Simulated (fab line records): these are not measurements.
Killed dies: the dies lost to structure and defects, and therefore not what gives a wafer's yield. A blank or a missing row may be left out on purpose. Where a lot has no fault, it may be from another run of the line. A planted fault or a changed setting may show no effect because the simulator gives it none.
What tool caused it? :: flow sfq-line :: 7 lots (21 wafers sampled), 1 step of a 325-step route

## WHAT EACH GAUGE READ, for each wafer
SFQ_M5_OVL_MEAS_932.
lot: L807
measured: day 43 19:04
on: overlay-02
M5_OVL (nm): 0 1 4

lot: L812
measured: day 45 15:35
on: overlay-02
M5_OVL (nm): 0 -15 -5

lot: L814
measured: day 47 12:32
on: overlay-02
M5_OVL (nm): -2 -2 -5

lot: L820
measured: day 60 07:05
on: overlay-01
M5_OVL (nm): 0 10 0

lot: L822
measured: day 60 09:30
on: overlay-01
M5_OVL (nm): 3 1 -1

lot: L824
measured: day 60 11:53
on: overlay-02
M5_OVL (nm): -1 -2 1

lot: L828
measured: day 60 23:06
on: overlay-01
M5_OVL (nm): -8 1 -3

## EACH LOT AND THE TOOL THAT RAN IT (in order: tool; ch and the chambers of the sampled wafers; start)
Before these readings, the record contains no process step.

## THE ANSWER, worked out from the rows above alone
Rule: the usual values come from the lots themselves. The widest of any qualifying gaps counts: lots, ordered by their means at a reading, are off when they make up no more than a third of the lots, leave a main group of 4 or more, and stand apart from it by 3 or more times the standard deviation of that group's means. The tables above print the reading to a certain number of digits; a main group whose means all agree to those digits is not used. Also off: a lot with no number at a reading for which 4 or more lots have one. Where the step has rows for the other lots, those lots are counted as sound.
Nothing can be told from this: no lot is off at any reading shown.

## WHAT WAS PUT IN BY THE SIMULATOR
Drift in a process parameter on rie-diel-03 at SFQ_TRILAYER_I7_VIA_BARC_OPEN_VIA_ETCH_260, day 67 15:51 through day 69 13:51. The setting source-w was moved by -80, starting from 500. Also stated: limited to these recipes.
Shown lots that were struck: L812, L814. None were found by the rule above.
